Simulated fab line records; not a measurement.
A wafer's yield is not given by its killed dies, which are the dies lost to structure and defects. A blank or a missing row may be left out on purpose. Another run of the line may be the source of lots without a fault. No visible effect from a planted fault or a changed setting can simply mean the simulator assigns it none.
fab line records + flow sky130
record:
- lots: 7
- wafers: 21
- last-day: 48
route steps=708 shown VT_ADJUST_HVTR@135 VT_ADJUST_PCH@143 PAD_OPEN@708
lots untouched by any fault: they come from a run of this same line in which no faults occurred
start-h: hours from the record's opening day to when the first of the lot's shown wafers began + wait-h: hours since the lot's step before + " repeats the value in the row above + L1.1+2: a single row standing in for several wafers + - no value, or no start was given + * or withheld: withheld + < > ~ a bound
route shown NAME@n: a module of which the file shows steps, and the number in the route of the first + usual: mean/standard deviation taken from wafers without a fault + same: alike in all rows + chamber/n: place in a boat + sites: per-site readings + _std_site: standard deviation across them + _edge_site: mean of outer sites minus mean of inner sites + radius-mm: for every site, how far away it sits from the centre of the wafer + mask NAME#n: copy n + behind: the last tool/chamber to shape the wafer + hold: reason for holding the lot/hours on hold/outcome of the hold + device: which transistor (n, p or np) failed to switch + end of line: at the end of the route, the tests of the same wafers + where a step has no rows: the recipe by itself + killed: not the wafer's yield, but the dies lost to structure and defects at the first sort + map: shows each die of a wafer: x if killed, . if not, _ if none is there
set.NAME: the run value of the setting; set.NAME@STEP: its run value at that earlier step + model.NAME: the simulator's own value behind a step, which no gauge read
lots at some steps of the route; a table a step, a row a wafer
services: the hour from which a tool's chamber was out of use, counted from the record's first day as start-h (under 0 if before that day), plus the number of hours and why
== steps ==
step: SKY_VT_ADJUST_HVTR_EXPOSE_04
recipe:
- mask-id: HVTRM
- target-cd-nm: 380
- na: 0.6
- source-shape: conventional
- sigma-outer: 0.6
- dose-mj: 150
step: SKY_VT_ADJUST_HVTR_PEB_05
recipe:
- temp-c: withheld
- time-s: *
- resist: NOVOLAK
step: SKY_VT_ADJUST_HVTR_DEVELOP_06
recipe:
- develop-time-s: 60
- dev-temp-c: 23
step: SKY_VT_ADJUST_HVTR_CD_MEAS_07
recipe:
- target-cd-nm: 380
usual:
- cd-nm: 379.5/2.5
| lot.wafer | tool      | chamber | start-h | wait-h | cd-nm |
|-----------|-----------|---------|---------|--------|-------|
| L814.2    | cd-sem-01 | -       | 238.72  | 0.1    | 383.2 |
| L814.4    | "         | -       | "       | "      | 383.5 |
| L814.6    | "         | -       | "       | "      | 381.0 |
| L816.2    | cd-sem-01 | -       | 239.62  | 0.1    | 379.6 |
| L816.3    | "         | -       | "       | "      | 381.2 |
| L816.6    | "         | -       | "       | "      | 379.6 |
| L821.1    | cd-sem-01 | -       | 258.80  | 0.1    | 380.0 |
| L821.2    | "         | -       | "       | "      | 379.3 |
| L821.3    | "         | -       | "       | "      | 376.0 |
| L822.1    | cd-sem-02 | -       | 266.95  | 0.1    | 380.3 |
| L822.2    | "         | -       | "       | "      | 382.3 |
| L822.6    | "         | -       | "       | "      | 380.9 |
| L823.1    | cd-sem-02 | -       | 278.95  | 0.1    | 379.9 |
| L823.2    | "         | -       | "       | "      | 378.6 |
| L823.4    | "         | -       | "       | "      | 377.8 |
| L826.2    | cd-sem-01 | -       | 294.72  | 0.1    | 377.3 |
| L826.4    | "         | -       | "       | "      | 377.9 |
| L826.6    | "         | -       | "       | "      | 377.0 |
| L827.1    | cd-sem-02 | -       | 303.70  | 0.1    | 381.6 |
| L827.2    | "         | -       | "       | "      | 379.1 |
| L827.5    | "         | -       | "       | "      | 381.7 |
step: SKY_VT_ADJUST_HVTR_OVL_MEAS_08
usual:
- VT_ADJUST_HVTR_OVL: -0.1/1.3
| lot.wafer | tool       | chamber | start-h | wait-h | VT_ADJUST_HVTR_OVL[nm] |
|-----------|------------|---------|---------|--------|------------------------|
| L814.2    | overlay-02 | -       | 238.83  | 0.1    | 2.3                    |
| L814.4    | "          | -       | "       | "      | 1.2                    |
| L814.6    | "          | -       | "       | "      | 2.5                    |
| L816.2    | overlay-01 | -       | 239.73  | 0.1    | -0.7                   |
| L816.3    | "          | -       | "       | "      | -0.7                   |
| L816.6    | "          | -       | "       | "      | 0.2                    |
| L821.1    | overlay-01 | -       | 258.92  | 0.1    | 1.3                    |
| L821.2    | "          | -       | "       | "      | -2.0                   |
| L821.3    | "          | -       | "       | "      | 1.4                    |
| L822.1    | overlay-02 | -       | 267.07  | 0.1    | 1.2                    |
| L822.2    | "          | -       | "       | "      | 1.0                    |
| L822.6    | "          | -       | "       | "      | 0.8                    |
| L823.1    | overlay-02 | -       | 279.07  | 0.1    | -0.7                   |
| L823.2    | "          | -       | "       | "      | 0.1                    |
| L823.4    | "          | -       | "       | "      | -1.0                   |
| L826.2    | overlay-01 | -       | 294.82  | 0.1    | -2.8                   |
| L826.4    | "          | -       | "       | "      | -1.6                   |
| L826.6    | "          | -       | "       | "      | -2.9                   |
| L827.1    | overlay-02 | -       | 303.82  | 0.1    | 0.9                    |
| L827.2    | "          | -       | "       | "      | -1.5                   |
| L827.5    | "          | -       | "       | "      | -0.3                   |
step: SKY_VT_ADJUST_HVTR_IMPLANT_09
recipe:
- species: B
- energy-kev: 10
- dose-cm2: 2.1e+12
- tilt-deg: withheld
step: SKY_VT_ADJUST_HVTR_STRIP_10
recipe:
- chemistry: O2/N2
- power-w: 1400
- pressure-mtorr: 1500
- platen-temp-c: withheld
- o2-flow-sccm: 3000
- n2-flow-sccm: 300
- overash-fraction: 0.5
usual:
- drypump-motor-current-A: 6.2/0.47
- oes-product-au: 0.716/0.0052
- strip-time-to-endpoint-s: 14.07/0.031
same:
- overash-fraction: 0.5
| lot.wafer | tool            | chamber | start-h | wait-h | drypump-motor-current-A | oes-product-au | rf-hours-counter-h | strip-time-to-endpoint-s |
|-----------|-----------------|---------|---------|--------|-------------------------|----------------|--------------------|--------------------------|
| L814.2    | plasma-asher-04 | 0       | 239.01  | 0.1    | 6.3                     | 0.725          | 54                 | 14.13                    |
| L814.4    | "               | 0       | "       | "      | 6.3                     | 0.707          | -                  | 14.09                    |
| L814.6    | "               | 1       | "       | "      | 6.8                     | 0.719          | -                  | 14.10                    |
| L816.2    | plasma-asher-04 | 1       | 239.91  | 0.1    | 6.8                     | 0.708          | 55                 | 14.00                    |
| L816.3    | "               | 1       | "       | "      | 6.8                     | 0.723          | -                  | 14.03                    |
| L816.6    | "               | 1       | "       | "      | 6.8                     | 0.721          | -                  | 14.06                    |
| L821.1    | plasma-asher-04 | 0       | 259.11  | 0.1    | 6.3                     | 0.712          | 56                 | 14.06                    |
| L821.2    | "               | 1       | "       | "      | 6.8                     | 0.713          | 56                 | 14.06                    |
| L821.3    | "               | 1       | "       | "      | 6.8                     | 0.713          | -                  | 14.05                    |
| L822.1    | plasma-asher-04 | 1       | 267.25  | 0.1    | 6.8                     | 0.714          | 57                 | 14.06                    |
| L822.2    | "               | 0       | "       | "      | 6.3                     | 0.712          | 57                 | 14.07                    |
| L822.6    | "               | 0       | "       | "      | 6.3                     | 0.716          | -                  | 14.06                    |
| L823.1    | plasma-asher-03 | 1       | 279.25  | 0.1    | 5.6                     | 0.713          | 45                 | 14.08                    |
| L823.2    | "               | 0       | "       | "      | 5.4                     | 0.724          | 45                 | 14.08                    |
| L823.4    | "               | 0       | "       | "      | 5.5                     | 0.716          | -                  | 14.08                    |
| L826.2    | plasma-asher-04 | 1       | 295.00  | 0.1    | 6.8                     | 0.713          | 60                 | 14.07                    |
| L826.4    | "               | 0       | "       | "      | 6.3                     | 0.723          | -                  | 14.10                    |
| L826.6    | "               | 1       | "       | "      | 6.8                     | 0.715          | -                  | 14.09                    |
| L827.1    | plasma-asher-01 | 0       | 304.00  | 0.1    | 5.7                     | 0.723          | 64                 | 14.04                    |
| L827.2    | "               | 1       | "       | "      | 6.3                     | 0.714          | 64                 | 14.09                    |
| L827.5    | "               | 1       | "       | "      | 6.2                     | 0.718          | -                  | 14.09                    |
step: SKY_VT_ADJUST_HVTR_TW_MEAS_11
usual:
- VT_ADJUST_HVTR_TW: 212.4/2.2
| lot.wafer | tool          | chamber | start-h | wait-h | VT_ADJUST_HVTR_TW |
|-----------|---------------|---------|---------|--------|-------------------|
| L814.2    | film-metro-02 | -       | 239.12  | 0.1    | 216.1             |
| L814.4    | "             | -       | "       | "      | 216.3             |
| L814.6    | "             | -       | "       | "      | 215.0             |
| L816.2    | film-metro-01 | -       | 240.02  | 0.1    | 212.8             |
| L816.3    | "             | -       | "       | "      | 213.2             |
| L816.6    | "             | -       | "       | "      | 213.0             |
| L821.1    | film-metro-03 | -       | 259.21  | 0.1    | 209.3             |
| L821.2    | "             | -       | "       | "      | 209.7             |
| L821.3    | "             | -       | "       | "      | 209.9             |
| L822.1    | film-metro-01 | -       | 267.35  | 0.1    | 214.0             |
| L822.2    | "             | -       | "       | "      | 214.2             |
| L822.6    | "             | -       | "       | "      | 214.9             |
| L823.1    | film-metro-03 | -       | 279.35  | 0.1    | 210.3             |
| L823.2    | "             | -       | "       | "      | 211.1             |
| L823.4    | "             | -       | "       | "      | 209.5             |
| L826.2    | film-metro-02 | -       | 295.11  | 0.1    | 215.0             |
| L826.4    | "             | -       | "       | "      | 214.0             |
| L826.6    | "             | -       | "       | "      | 214.7             |
| L827.1    | film-metro-01 | -       | 304.10  | 0.1    | 213.3             |
| L827.2    | "             | -       | "       | "      | 212.4             |
| L827.5    | "             | -       | "       | "      | 213.6             |
step: SKY_VT_ADJUST_PCH_DEHYDRATE_00
recipe:
- temp-c: 200
- time-s: 60
step: SKY_VT_ADJUST_PCH_HMDS_01
recipe:
- prime-time-s: 60
- prime-temp-c: 120
step: SKY_VT_ADJUST_PCH_COAT_02
recipe:
- spin-rpm: 2000
- resist-thk-nm: 3000
step: SKY_VT_ADJUST_PCH_SOFTBAKE_03
recipe:
- temp-c: 110
- time-s: withheld
step: SKY_VT_ADJUST_PCH_EXPOSE_04
recipe:
- mask-id: NWM
- na: 0.6
- source-shape: conventional
- sigma-outer: 0.6
- polarization: unpolarized
- target-cd-nm: 840
- dose-mj: 255
usual:
- reticle-temp-C: 22.98/0.095
- stage-vel-mm-s: 500.01/0.24
| lot.wafer | tool             | chamber | start-h | wait-h | mask  | reticle-temp-C | stage-vel-mm-s | model.VT_ADJUST_PCH.overlay-x-nm |
|-----------|------------------|---------|---------|--------|-------|----------------|----------------|----------------------------------|
| L814.2    | iline-stepper-01 | 0       | 252.02  | -      | NWM#0 | 22.91          | 499.70         | -0.3828                          |
| L814.4    | "                | 0       | "       | "      | NWM#0 | 22.93          | 499.51         | -0.3828                          |
| L814.6    | "                | 0       | "       | "      | NWM#0 | 23.01          | 499.52         | -0.3828                          |
| L816.2    | iline-stepper-02 | 0       | 253.19  | -      | NWM#0 | 22.99          | 499.99         | 0.6754                           |
| L816.3    | "                | 0       | "       | "      | NWM#0 | 22.82          | 500.06         | 0.6754                           |
| L816.6    | "                | 0       | "       | "      | NWM#0 | 23.05          | 500.12         | 0.6754                           |
| L821.1    | iline-stepper-02 | 0       | 271.53  | -      | NWM#0 | 23.01          | 500.13         | 133.9                            |
| L821.2    | "                | 0       | "       | "      | NWM#0 | 23.05          | 500.16         | 133.9                            |
| L821.3    | "                | 0       | "       | "      | NWM#0 | 23.13          | 499.74         | 133.9                            |
| L822.1    | iline-stepper-02 | 0       | 280.55  | -      | NWM#0 | 22.94          | 499.65         | 134.1                            |
| L822.2    | "                | 0       | "       | "      | NWM#0 | 22.93          | 499.78         | 134.1                            |
| L822.6    | "                | 0       | "       | "      | NWM#0 | 22.95          | 499.98         | 134.1                            |
| L823.1    | iline-stepper-02 | 0       | 292.05  | -      | NWM#0 | 23.06          | 500.18         | 133.6                            |
| L823.2    | "                | 0       | "       | "      | NWM#0 | 22.81          | 500.06         | 133.6                            |
| L823.4    | "                | 0       | "       | "      | NWM#0 | 22.79          | 500.11         | 133.6                            |
| L826.2    | iline-stepper-01 | 0       | 308.17  | -      | NWM#0 | 23.01          | 500.09         | -0.9666                          |
| L826.4    | "                | 0       | "       | "      | NWM#0 | 22.93          | 500.17         | -0.9666                          |
| L826.6    | "                | 0       | "       | "      | NWM#0 | 23.18          | 499.90         | -0.9666                          |
| L827.1    | iline-stepper-01 | 0       | 317.58  | -      | NWM#0 | 22.97          | 500.39         | 0.5907                           |
| L827.2    | "                | 0       | "       | "      | NWM#0 | 22.89          | 500.04         | 0.5907                           |
| L827.5    | "                | 0       | "       | "      | NWM#0 | 22.93          | 500.20         | 0.5907                           |
step: SKY_VT_ADJUST_PCH_PEB_05
recipe:
- temp-c: 115
- time-s: withheld
step: SKY_VT_ADJUST_PCH_DEVELOP_06
recipe:
- wall-angle-deg: 90
- developer: TMAH
- develop-time-s: 60
- dev-temp-c: 23
step: SKY_VT_ADJUST_PCH_OVL_MEAS_07
usual:
- VT_ADJUST_PCH_OVL: 0.7/1.4
| lot.wafer | tool       | chamber | start-h | wait-h | VT_ADJUST_PCH_OVL[nm] |
|-----------|------------|---------|---------|--------|-----------------------|
| L814.2    | overlay-02 | -       | 263.80  | -      | 2.0                   |
| L814.4    | "          | -       | "       | "      | 0.4                   |
| L814.6    | "          | -       | "       | "      | 0.9                   |
| L816.2    | overlay-02 | -       | 265.41  | -      | 1.0                   |
| L816.3    | "          | -       | "       | "      | 1.8                   |
| L816.6    | "          | -       | "       | "      | 2.6                   |
| L821.1    | overlay-02 | -       | 284.29  | -      | 133.2                 |
| L821.2    | "          | -       | "       | "      | 135.1                 |
| L821.3    | "          | -       | "       | "      | 134.6                 |
| L822.1    | overlay-01 | -       | 293.54  | -      | 133.7                 |
| L822.2    | "          | -       | "       | "      | 135.1                 |
| L822.6    | "          | -       | "       | "      | 134.2                 |
| L823.1    | overlay-01 | -       | 305.00  | -      | 135.6                 |
| L823.2    | "          | -       | "       | "      | 135.1                 |
| L823.4    | "          | -       | "       | "      | 134.0                 |
| L826.2    | overlay-01 | -       | 322.16  | -      | -1.0                  |
| L826.4    | "          | -       | "       | "      | -2.3                  |
| L826.6    | "          | -       | "       | "      | 0.4                   |
| L827.1    | overlay-02 | -       | 330.99  | -      | -0.7                  |
| L827.2    | "          | -       | "       | "      | 0.6                   |
| L827.5    | "          | -       | "       | "      | -0.5                  |
step: SKY_VT_ADJUST_PCH_IMPLANT_08
recipe:
- species: B
- energy-kev: 10
- dose-cm2: 5e+11
- tilt-deg: withheld
step: SKY_PAD_OPEN_PROBE_99
usual:
- killed_at_M0_to_M3: 44/6.7
- killed_at_M4_up: 3.1/1.8
- killed-at-contacts: 24/5.1
- killed-at-front-end: 16/4.7
- killed-at-other: 0.3/0.59
- killed-dies: 88/9.6
- killed-open: 48/7.3
- killed-short: 39/6.5
same:
- gross-dies: 492
- killed-at-back-side: 0
| lot.wafer | tool      | chamber | start-h | wait-h | killed_at_M0_to_M3 | killed_at_M4_up | killed-at-contacts | killed-at-front-end | killed-at-other | killed-dies | killed-open | killed-short |
|-----------|-----------|---------|---------|--------|--------------------|-----------------|--------------------|---------------------|-----------------|-------------|-------------|--------------|
| L816.2    | prober-01 | -       | 1111.43 | 0.1    | 36                 | 3               | 27                 | 15                  | 0               | 81          | 43          | 38           |
| L816.3    | prober-01 | -       | 1111.48 | 0.2    | 55                 | 3               | 25                 | 16                  | 1               | 100         | 55          | 45           |
| L816.6    | prober-01 | -       | 1111.63 | 0.2    | 49                 | 5               | 30                 | 18                  | 0               | 102         | 49          | 53           |
| L821.1    | prober-02 | -       | 1128.92 | 0.1    | 44                 | 1               | 30                 | 16                  | 0               | 91          | 47          | 44           |
| L821.2    | prober-02 | -       | 1128.97 | 0.1    | 41                 | 6               | 28                 | 16                  | 0               | 91          | 42          | 48           |
| L821.3    | prober-02 | -       | 1129.02 | 0.2    | 44                 | 4               | 27                 | 21                  | 0               | 96          | 50          | 46           |
| L822.1    | prober-01 | -       | 1131.27 | 0.1    | 35                 | 8               | 24                 | 15                  | 0               | 82          | 45          | 37           |
| L822.2    | prober-01 | -       | 1131.32 | 0.1    | 48                 | 1               | 29                 | 18                  | 0               | 96          | 52          | 43           |
| L823.1    | prober-02 | -       | 1139.85 | 0.1    | 47                 | 7               | 22                 | 18                  | 1               | 95          | 56          | 39           |
| L823.2    | prober-02 | -       | 1139.90 | 0.1    | 46                 | 3               | 29                 | 16                  | 0               | 94          | 55          | 39           |
| L823.4    | prober-02 | -       | 1140.00 | 0.2    | 47                 | 3               | 28                 | 15                  | 0               | 93          | 60          | 33           |
killed by level:class
L816.2 CONTACT:geometric-particle:open=16 VIA2:geometric-particle:open=7 LI_CONTACT:geometric-particle:open=6 POLY_GATE:geometric-particle:short=5 METAL2:geometric-particle:short=5 VIA2:geometric-particle:short=4 METAL1:geometric-particle:short=4 VIA1:geometric-particle:open=4
L816.3 VIA3:geometric-particle:open=11 VIA2:geometric-particle:open=8 METAL2:geometric-particle:short=8 CONTACT:geometric-particle:short=7 VIA1:geometric-particle:open=7 CONTACT:geometric-particle:open=6 METAL1:geometric-particle:short=6 LI_CONTACT:geometric-particle:open=5
L816.6 VIA1:geometric-particle:open=13 METAL2:geometric-particle:short=10 LI_CONTACT:geometric-particle:open=7 CONTACT:geometric-particle:short=7 CONTACT:geometric-particle:open=6 METAL1:geometric-particle:short=6 VIA2:geometric-particle:open=6 POLY_GATE:geometric-particle:open=5
L821.1 CONTACT:geometric-particle:short=9 CONTACT:geometric-particle:open=9 VIA2:geometric-particle:open=8 LI_CONTACT:geometric-particle:open=7 METAL1:geometric-particle:short=7 VIA3:geometric-particle:open=7 VIA2:geometric-particle:short=5 VIA1:geometric-particle:open=5
L821.2 CONTACT:geometric-particle:open=12 METAL1:geometric-particle:short=8 VIA1:geometric-particle:open=7 CONTACT:geometric-particle:short=6 FIELD_ISO:geometric-particle:open=5 VIA3:geometric-particle:open=5 VIA2:geometric-particle:open=5 METAL4:geometric-particle:short=5
L821.3 LI_CONTACT:geometric-particle:open=9 METAL1:geometric-particle:short=9 POLY_GATE:geometric-particle:short=8 VIA1:geometric-particle:open=8 LOCAL_INTERCONNECT:geometric-particle:short=7 CONTACT:geometric-particle:open=7 POLY_GATE:geometric-particle:open=6 VIA2:geometric-particle:open=6
L822.1 VIA1:geometric-particle:open=12 CONTACT:geometric-particle:open=9 LOCAL_INTERCONNECT:geometric-particle:short=8 FIELD_ISO:geometric-particle:open=6 VIA2:geometric-particle:open=5 VIA2:geometric-particle:short=5 METAL4:geometric-particle:short=5 FIELD_ISO:geometric-particle:short=4
L822.2 VIA1:geometric-particle:open=14 CONTACT:geometric-particle:open=10 LI_CONTACT:geometric-particle:open=8 METAL2:geometric-particle:short=8 LOCAL_INTERCONNECT:geometric-particle:short=6 POLY_GATE:geometric-particle:short=5 VIA3:geometric-particle:open=5 FIELD_ISO:geometric-particle:short=4
L823.1 VIA1:geometric-particle:open=11 LI_CONTACT:geometric-particle:open=10 VIA2:geometric-particle:open=10 CONTACT:geometric-particle:open=8 VIA1:geometric-particle:short=7 FIELD_ISO:geometric-particle:short=6 FIELD_ISO:geometric-particle:open=5 POLY_GATE:geometric-particle:open=5
L823.2 LI_CONTACT:geometric-particle:open=12 VIA1:geometric-particle:open=12 CONTACT:geometric-particle:open=8 VIA2:geometric-particle:open=7 METAL2:geometric-particle:short=7 METAL1:geometric-particle:short=6 FIELD_ISO:geometric-particle:short=5 LI_CONTACT:geometric-particle:short=5
L823.4 VIA1:geometric-particle:open=17 LI_CONTACT:geometric-particle:open=11 VIA2:geometric-particle:open=7 METAL2:geometric-particle:short=6 LOCAL_INTERCONNECT:geometric-particle:short=5 CONTACT:geometric-particle:open=5 VIA3:geometric-particle:open=4 FIELD_ISO:geometric-particle:open=4
== services ==
| tool             | chamber | start-h | hours | kind                    |
|------------------|---------|---------|-------|-------------------------|
| iline-stepper-02 | -       | 217.92  | 1.7   | pm                      |
| plasma-asher-03  | -       | 236.19  | 1.2   | repair                  |
| iline-stepper-01 | 0       | 270.35  | -     | calibration             |
| iline-stepper-01 | -       | 277.09  | 1.7   | pm                      |
| plasma-asher-03  | -       | 292.58  | 14.6  | pm                      |
| iline-stepper-02 | -       | 303.36  | 4.4   | pm                      |
| iline-stepper-02 | -       | 313.79  | 2.1   | pm                      |
| iline-stepper-02 | -       | 315.88  | -     | consumable-replace:lamp |
== key ==
first-sign:
- step: SKY_VT_ADJUST_PCH_OVL_MEAS_07
- reading: VT_ADJUST_PCH_OVL
- direction: up
- sigmas: 96
- usual: 0.7
- struck: 134.5
effect none on later readings
model-effect:
- step: SKY_VT_ADJUST_PCH_EXPOSE_04
- value: VT_ADJUST_PCH.overlay-x-nm
- without: 0.587
- struck: 133.9
met-at SKY_VT_ADJUST_PCH_EXPOSE_04
struck-wafers L821.1,L821.2,L821.3,L822.1,L822.2,L822.6,L823.1,L823.2,L823.4
rows-end L822.6
tester-left-out L821,L822,L823
onset-between 253.19 271.53
fault:
- kind: scanner-matching-overlay
- tool: iline-stepper-02
- chamber: -
- onset-h: 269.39
- steps: SKY_VT_ADJUST_PCH_EXPOSE_04
- offset: 133.29
tester-left-out: of these lots the tester's yield and bins aren't shown, on N5 and GAA mostly nor the transistor test; their killed dies are dies lost to structure and defects alone, not to doping, threshold or leakage, so they don't give the yield
rows-end: these wafers met a further fault down the route, and their rows from its step on are left out
